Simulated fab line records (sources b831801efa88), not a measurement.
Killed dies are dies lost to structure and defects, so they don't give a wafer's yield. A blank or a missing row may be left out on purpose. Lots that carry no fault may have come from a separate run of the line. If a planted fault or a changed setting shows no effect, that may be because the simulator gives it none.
Struck lot and sound lot, side by side    flow gf180mcu    34 steps out of a route of 602
Sound: wafers L569.2, L569.3, L569.4. Struck: wafers L587.1, L587.3, L587.4. At the end, the cause is stated.
Order at every step that has rows: each side's tool, ch and its chambers, its first start. Under that, the readings that differ: sound wafers    struck wafers    difference of the means    sigmas: that difference in standard deviations of wafers without a fault.
alike: readings whose means differ by less than 2 such deviations, and words and numbers that are the same on both sides. not compared: withheld readings, readings that some wafer has no value for, bounds like >300 that may hide the same value, and numbers for which the record gives no deviation and whose values overlap.
The two part at a step that has a row with sigmas, a row that says differs or no value, or rows on one side only. When numbers do not overlap yet have no deviation, they are printed without sigmas and do not part them. A reading that every wafer of one side lacks parts them only if that side has two wafers or more.

GF_HV_LDD_STRIP_22: strips in O2/N2.
  sound on plasma asher-01 ch 0,1, day 11 10:35; struck on plasma asher-04 ch 0,1, day 17 04:28
  alike: drypump motor current A, heater power w, oes product au, strip time to endpoint s
  not compared: rf hours counter h
GF_HV_LDD_TW_MEAS_23:
  sound on film metro-02 at day 11 10:42; struck on film metro-04 at day 17 04:34
  alike: HV_LDD_2_TW
then, 7 steps without rows for these wafers: GF_HV_LDD_DEHYDRATE_24 (time 60 s); GF_HV_LDD_HMDS_25 (prime time 60 s); GF_HV_LDD_COAT_26 (resist thk 1000 nm); GF_HV_LDD_SOFTBAKE_27 (time 60 s); GF_HV_LDD_EXPOSE_28 (exposes mask Nplus HV AREA, target cd 400 nm); GF_HV_LDD_PEB_29; GF_HV_LDD_DEVELOP_30 (develop time 60 s).
GF_HV_LDD_CD_MEAS_31: the cd target is 400 nm.
  sound on cd sem-01 at day 12 05:30; struck on cd sem-01 at day 18 02:59
  alike: cd nm
GF_HV_LDD_OVL_MEAS_32:
  sound on overlay-01 at day 12 05:37; struck on overlay-02 at day 18 03:06
  alike: HV_LDD_02_OVL
then, 1 step without rows for these wafers: GF_HV_LDD_IMPLANT_33.
GF_HV_LDD_IMPLANT_34:
  sound on implanter-04 ch 0, day 12 05:49; struck on implanter-03 ch 0, day 18 03:17
reading             sound                         struck                         difference  sigmas
dose ions cm2       7.497e+12 7.49e+12 7.503e+12  4.844e+12 4.835e+12 4.841e+12  -2.657e+12  -99 or more
faraday current uA  42.4 42.7 41.8                27.3 27.5 27.2                 -15.0       -18
then, 2 steps without rows for these wafers: GF_HV_LDD_IMPLANT_35; GF_HV_LDD_IMPLANT_36.
GF_HV_LDD_STRIP_37: strips in O2/N2.
  sound on plasma asher-04 ch 0,1, day 12 06:14; struck on plasma asher-01 ch 0,1, day 18 03:44
reading                       sound              struck             difference  sigmas
strip time to endpoint s (s)  12.59 12.59 12.63  12.71 12.67 12.72  +0.10       +2
  alike: drypump motor current A, heater power w, oes product au
  not compared: rf hours counter h
GF_HV_LDD_TW_MEAS_38:
  sound on film metro-04 at day 12 06:21; struck on film metro-04 at day 18 03:50
reading      sound           struck          difference  sigmas
HV_LDD_3_TW  1399 1405 1399  1383 1371 1380  -23         -2
then, 7 steps without rows for these wafers: GF_HV_LDD_DEHYDRATE_39 (time 60 s); GF_HV_LDD_HMDS_40 (prime time 60 s); GF_HV_LDD_COAT_41 (resist thk 1000 nm); GF_HV_LDD_SOFTBAKE_42 (time 60 s); GF_HV_LDD_EXPOSE_43 (exposes mask Pplus HV AREA, target cd 400 nm); GF_HV_LDD_PEB_44; GF_HV_LDD_DEVELOP_45 (develop time 60 s).
GF_HV_LDD_CD_MEAS_46: the cd target is 400 nm.
  sound on cd sem-01 at day 13 01:25; struck on cd sem-02 at day 19 03:43
  alike: cd nm
GF_HV_LDD_OVL_MEAS_47:
  sound on overlay-01 at day 13 01:31; struck on overlay-01 at day 19 03:50
  alike: HV_LDD_03_OVL
then, 1 step without rows for these wafers: GF_HV_LDD_IMPLANT_48.
GF_HV_LDD_STRIP_49: strips in O2/N2.
  sound on plasma asher-04 ch 0,1, day 13 01:42; struck on plasma asher-04 ch 0,1, day 19 04:02
  alike: drypump motor current A, heater power w, oes product au, strip time to endpoint s
  not compared: rf hours counter h
GF_HV_LDD_TW_MEAS_50:
  sound on film metro-02 at day 13 01:49; struck on film metro-01 at day 19 04:08
  alike: HV_LDD_4_TW
then, 1 step without rows for these wafers: GF_HV_LDD_CLEAN_51 (cleans in SC1/SC2, time 150 s).
GF_HV_LDD_RTA_52: time 10 s.
  sound on rtp anneal-01 ch 0, day 13 01:56; struck on rtp anneal-02 ch 0, day 19 04:14
reading             sound           struck          difference  sigmas
lamp power pct (%)  32.3 32.3 32.3  36.3 36.3 36.3  +4.0        +2
  alike: wafer_temp_C_max
GF_HV_LDD_RS_MEAS_53: a four-point-probe measurement.
  sound on film metro-04 at day 13 02:00; struck on film metro-02 at day 19 04:18
reading             sound              struck             difference  sigmas
HV_LDD_RS (ohm/sq)  418.4 418.3 418.2  425.2 424.1 424.7  +6.4        +7
then, 1 step without rows for these wafers: GF_HV_LDD_CVD_54 (deposits SiO2 from TEOS, target thk 10 nm, time 75 s).
-- a jump in the record: the struck wafers' starts before and after are 15 days apart (it breaks off in module HV_LDD and resumes in module PASSIVATION, where the first step shown is number 602 of the route) --
GF_PASSIVATION_PROBE_99:
  record: rows for the struck wafers here (prober-02, day 34 10:16), none for the sound ones

== WHERE THEY PART ==
Earliest at GF_HV_LDD_IMPLANT_34; latest, in this record, at GF_PASSIVATION_PROBE_99.

WHY: what had been put in by the simulator
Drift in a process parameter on implanter-03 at GF_HV_LDD_IMPLANT_34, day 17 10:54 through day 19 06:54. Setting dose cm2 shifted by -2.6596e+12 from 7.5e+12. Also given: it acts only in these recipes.
